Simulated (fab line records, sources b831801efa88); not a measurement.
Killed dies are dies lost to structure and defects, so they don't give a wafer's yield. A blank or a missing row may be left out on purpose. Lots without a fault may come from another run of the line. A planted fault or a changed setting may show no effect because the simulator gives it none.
Which tool did it? | flow gf180mcu | 14 lots, 42 wafers sampled, at 4 steps of a route of 602

WHAT THE GAUGES READ, wafer by wafer
GF_M1_OVL_MEAS_15. Usual: M1_OVL -2 nm, standard deviation 6.2.
lot  | measured     | on         | M1_OVL (nm) | flag
L384 | day 17 23:21 | overlay-01 | -7 -6 -3    |
L385 | day 18 06:11 | overlay-01 | 4 -8 3      |
L386 | day 18 12:57 | overlay-02 | -2 2 4      |
L387 | day 19 03:03 | overlay-02 | 8 4 3       |
L388 | day 19 19:14 | overlay-01 | -4 -1 -6    |
L392 | day 20 20:29 | overlay-01 | -16 -16 -3  |
L393 | day 21 08:29 | overlay-02 | 1 0 -2      |
L397 | day 22 14:15 | overlay-02 | -8 -8 -13   |
L398 | day 22 21:11 | overlay-01 | 0 11 8      |
L400 | day 23 14:20 | overlay-01 | -12 -7 1    |
L401 | day 23 20:11 | overlay-01 | -5 -1 -2    |
L402 | day 24 04:35 | overlay-02 | 2 6 9       |
L403 | day 24 12:35 | overlay-02 | 0 0 -2      |
L405 | day 25 03:29 | overlay-01 | 2 -1 3      |

GF_V2_BOW_MEAS_05. Usual: V2_BOW 98 um, standard deviation 8.2.
lot  | measured     | on            | V2_BOW (um) | flag
L384 | day 20 04:19 | film_metro-04 | 95 96 95    |
L385 | day 20 12:15 | film_metro-01 | 112 103 106 |
L386 | day 20 21:26 | film_metro-01 | 92 94 95    |
L387 | day 21 08:38 | film_metro-03 | 101 98 98   |
L388 | day 22 01:06 | film_metro-04 | 95 84 85    |
L392 | day 23 00:19 | film_metro-03 | 115 101 105 |
L393 | day 23 12:47 | film_metro-01 | 93 95 82    |
L397 | day 24 16:40 | film_metro-04 | 89 106 103  |
L398 | day 24 22:54 | film_metro-01 | 93 81 89    |
L400 | day 25 14:15 | film_metro-04 | 98 107 90   |
L401 | day 25 19:54 | film_metro-04 | 86 98 101   |
L402 | day 26 05:14 | film_metro-03 | 100 103 99  |
L403 | day 26 11:20 | film_metro-03 | 89 108 98   |
L405 | day 27 02:13 | film_metro-01 | 100 97 104  |

WHICH TOOL RAN EACH LOT (tool, then ch and the chambers of the sampled wafers, then the start)
lot  | GF_HV_LDD_EXPOSE_28                 | GF_V2_CVD_02
L384 | iline_stepper-01 ch 0, day 11 20:05 | pecvd-04 ch 0,1,2, day 20 03:51
L385 | iline_stepper-02 ch 0, day 12 02:11 | pecvd-01 ch 0,1,2, day 20 11:44
L386 | iline_stepper-02 ch 0, day 12 09:17 | pecvd-04 ch 0,1, day 20 20:59
L387 | iline_stepper-01 ch 0, day 12 19:32 | pecvd-03 ch 0,1,2, day 21 08:10
L388 | iline_stepper-01 ch 0, day 13 07:26 | pecvd-01 ch 1,2, day 22 00:39
L392 | iline_stepper-01 ch 0, day 14 04:49 | pecvd-03 ch 1,2, day 22 23:54
L393 | iline_stepper-01 ch 0, day 14 17:28 | pecvd-04 ch 0,1,2, day 23 12:19
L397 | iline_stepper-01 ch 0, day 15 20:47 | pecvd-01 ch 1,2, day 24 15:52
L398 | iline_stepper-02 ch 0, day 16 03:03 | pecvd-01 ch 0,2, day 24 22:28
L400 | iline_stepper-01 ch 0, day 16 19:12 | pecvd-01 ch 1,2, day 25 13:49
L401 | iline_stepper-02 ch 0, day 17 02:07 | pecvd-03 ch 1,2, day 25 19:27
L402 | iline_stepper-02 ch 0, day 17 11:31 | pecvd-01 ch 0,2, day 26 04:47
L403 | iline_stepper-02 ch 0, day 17 17:32 | pecvd-01 ch 0,2, day 26 10:52
L405 | iline_stepper-02 ch 0, day 18 10:04 | pecvd-03 ch 1,2, day 27 01:46
- GF_HV_LDD_EXPOSE_28: exposes mask Nplus HV AREA, target cd 400 nm.
- GF_V2_CVD_02: deposits SiO2 from TEOS, target thk 850 nm, time 94.851 s.

WHAT THE TOOLS THEMSELVES READ (means of the sampled wafers that have a number; where no wafer has one, the mark that the record gives instead)
GF_HV_LDD_EXPOSE_28. Usual: exposure_dose_mJ_cm2 139.99, standard deviation 0.13; stage_vel_mm_s 499.97 mm/s, standard deviation 0.22.
lot  | tool             | exposure_dose_mJ_cm2 | stage_vel_mm_s (mm/s) | flag
L384 | iline_stepper-01 | 139.84               | 500.12                |
L385 | iline_stepper-02 | 139.87               | 499.89                |
L386 | iline_stepper-02 | 140.06               | 499.99                |
L387 | iline_stepper-01 | 139.92               | 499.92                |
L388 | iline_stepper-01 | 139.89               | 499.76                |
L392 | iline_stepper-01 | 140.03               | 499.69                |
L393 | iline_stepper-01 | 139.81               | 500.16                |
L397 | iline_stepper-01 | 143.95               | 500.07                | OFF
L398 | iline_stepper-02 | 139.91               | 500.07                |
L400 | iline_stepper-01 | 143.88               | 499.93                | OFF
L401 | iline_stepper-02 | 140.19               | 499.98                |
L402 | iline_stepper-02 | 139.98               | 500.12                |
L403 | iline_stepper-02 | 140.22               | 500.00                |
L405 | iline_stepper-02 | 140.05               | 500.09                |

GF_V2_CVD_02. Usual: heater_power_w 664 W, standard deviation 74.
lot  | tool     | heater_power_w (W) | flag
L384 | pecvd-04 | 596                |
L385 | pecvd-01 | 615                |
L386 | pecvd-04 | 701                |
L387 | pecvd-03 | 757                |
L388 | pecvd-01 | 668                |
L392 | pecvd-03 | 755                |
L393 | pecvd-04 | 657                |
L397 | pecvd-01 | 614                |
L398 | pecvd-01 | 632                |
L400 | pecvd-01 | 632                |
L401 | pecvd-03 | 709                |
L402 | pecvd-01 | 593                |
L403 | pecvd-01 | 603                |
L405 | pecvd-03 | 788                |

THE ANSWER, worked out from the rows above alone
Rule: a lot is off if the mean of its wafers that have a number lies more than 3 standard deviations from the usual mean. A lot without any number at a reading at which 4 lots or more have one is off too. The other lots that the step has rows for count as sound. The gauges are gone through in route order, then the tools' own readings, and for those a lot's mean is taken as printed above. The first step at which some lot is off is used, and at that step the reading that is off furthest; a lot without a number counts as furthest.
Off: L397, L400, at GF_HV_LDD_EXPOSE_28 (exposure_dose_mJ_cm2).
A tool fits if, at that step or a process step before it, it ran every lot that is off, and no sound lot after the first of them. One fits: iline_stepper-01 at GF_HV_LDD_EXPOSE_28. Its last sound lot is L393 (day 14 17:28), its first lot that is off L397 (day 15 20:47): a fault that began between those two fits.
The tool's own readings at GF_HV_LDD_EXPOSE_28 bear it out: on the lots that are off they differ by more than 5 times the standard deviation of the sound lots' means. exposure_dose_mJ_cm2 reads 143.91 there against 139.98 on the sound lots.

WHAT THE SIMULATOR HAD PUT IN
Process parameter drift: iline_stepper-01, from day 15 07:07 on, at GF_HV_LDD_EXPOSE_28. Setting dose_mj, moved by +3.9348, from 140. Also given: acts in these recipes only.
Lots struck among those shown: L397, L400. The rule above found the same.
